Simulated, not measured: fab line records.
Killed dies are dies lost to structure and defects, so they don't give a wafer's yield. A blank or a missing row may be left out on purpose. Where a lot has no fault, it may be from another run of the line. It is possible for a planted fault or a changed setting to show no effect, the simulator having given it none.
Lot-split experiment | flow sky130 | 5 lots, 23 wafers read, on a route of 708 steps

ON THE SPLIT
At SKY_GATE_OXIDE_IMPLANT_11, the setting energyKev was moved away from the recipe's 10 on 11 of the 23 wafers read, by -4.2% to +4.9%. For the rest of the wafers, this setting stayed at what the recipe calls for.

The reading is taken at the split's own step.

THE READING
implant.drpNm (the simulator's own value, which no gauge read), in nm, at SKY_GATE_OXIDE_IMPLANT_11. No usual value for it is given in the file.

wafer  | tool, chamber at the split | energyKev as run | against the recipe | implant.drpNm, nm | against lot-mates on the recipe
L076.1 | implanter-02, 0            | 10.49            | +4.9%              | 17.69             | +0.58
L076.5 | implanter-02, 0            | 10.49            | +4.9%              | 17.69             | +0.58
L076.6 | implanter-02, 0            | 10.49            | +4.9%              | 17.69             | +0.58
L076.3 | implanter-02, 0            | 10               | recipe             | 17.11             | -
L076.4 | implanter-02, 0            | 10               | recipe             | 17.11             | -
L077.1 | implanter-03, 0            | 10.43            | +4.3%              | 17.62             | +0.51
L077.2 | implanter-03, 0            | 10.43            | +4.3%              | 17.62             | +0.51
L077.5 | implanter-03, 0            | 10.43            | +4.3%              | 17.62             | +0.51
L077.3 | implanter-03, 0            | 10               | recipe             | 17.11             | -
L077.4 | implanter-03, 0            | 10               | recipe             | 17.11             | -
L079.1 | implanter-04, 0            | 9.581            | -4.2%              | 16.61             | -0.50
L079.3 | implanter-04, 0            | 9.581            | -4.2%              | 16.61             | -0.50
L079.5 | implanter-04, 0            | 9.581            | -4.2%              | 16.61             | -0.50
L079.2 | implanter-04, 0            | 10               | recipe             | 17.11             | -
L079.6 | implanter-04, 0            | 10               | recipe             | 17.11             | -
L081.1 | implanter-04, 0            | 10               | recipe             | 17.11             | -
L081.2 | implanter-04, 0            | 10               | recipe             | 17.11             | -
L081.5 | implanter-04, 0            | 10               | recipe             | 17.11             | -
L084.2 | implanter-04, 0            | 10               | recipe             | 17.11             | -
L084.5 | implanter-04, 0            | 10               | recipe             | 17.11             | -
L084.6 | implanter-04, 0            | 10               | recipe             | 17.11             | -
L084.3 | implanter-04, 0            | 10.33            | +3.3%              | 17.5              | +0.39
L084.4 | implanter-04, 0            | 10.33            | +3.3%              | 17.5              | +0.39

THE FIT
A straight line over all 23 wafers: implant.drpNm changes by +0.119 nm for each +1% of energyKev; r = +1.00; the points scatter about the line by 0.001 nm.
The same after taking each lot's own level away (the mean of its wafers on the recipe; 23 wafers): +0.119 nm for each +1%; r = +1.00; scatter 0.001 nm.
The reading moves by 0.58 nm for the largest change in energyKev, on that fit.
The lots' own levels span 17.110 to 17.110 nm.
The two slopes agree, so the slope changes little with the lot-to-lot level.
Check: with one of the wafers moved furthest among these (+4.9%) left out of the fit, the line predicts +0.581 nm for it against its lot-mates. It came out at +0.58 nm against them.

ADDITIONAL SPLITS CARRIED BY THESE WAFERS
Before the reading, these wafers also passed through other splits. Each is held against what the fit with the lots' levels taken away leaves over:
other split on the same wafers              | wafers away from the commonest value | r with implant.drpNm (lot level and that fit taken away)
SKY_FIELD_ISO_OXIDATION_01 oxTimeS          | 15                                   | +0.23
SKY_FIELD_ISO_STRIP_16 powerW               | 8                                    | +0.16
SKY_FIELD_ISO_OXIDATION_22 oxTimeS          | 10                                   | -0.29
SKY_DNWELL_COAT_02 resistThkNm              | 9                                    | -0.21
SKY_NWELL_IMPLANT_13 energyKev              | 6                                    | +0.20
SKY_NWELL_SOFTBAKE_19 tempC                 | 12                                   | -0.37
SKY_NWELL_IMPLANT_24 energyKev              | 8                                    | -0.15
SKY_VT_ADJUST_NCORE_COAT_02 spinRpm         | 9                                    | -0.10
SKY_VT_ADJUST_NCORE_DEVELOP_06 developTimeS | 11                                   | -0.16
SKY_VT_ADJUST_HVTR_DEVELOP_06 developTimeS  | 9                                    | -0.13
SKY_VT_ADJUST_PCH_IMPLANT_08 energyKev      | 10                                   | -0.24

THE WHOLE CHAIN: every reading that the file lists as answering this split, in the file's order
step                      | what it does | reading                                                        | change (the file's fit)               | r (the file's)
SKY_GATE_OXIDE_IMPLANT_11 |              | implant.rpNm (the simulator's own value, which no gauge read)  | +0.313 nm for each +1% of the setting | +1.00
SKY_GATE_OXIDE_IMPLANT_11 |              | implant.drpNm (the simulator's own value, which no gauge read) | +0.119 nm for each +1% of the setting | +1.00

THE FILE'S OWN FIT
implant.drpNm changes by +0.119 nm for each +1% of energyKev, r = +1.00.
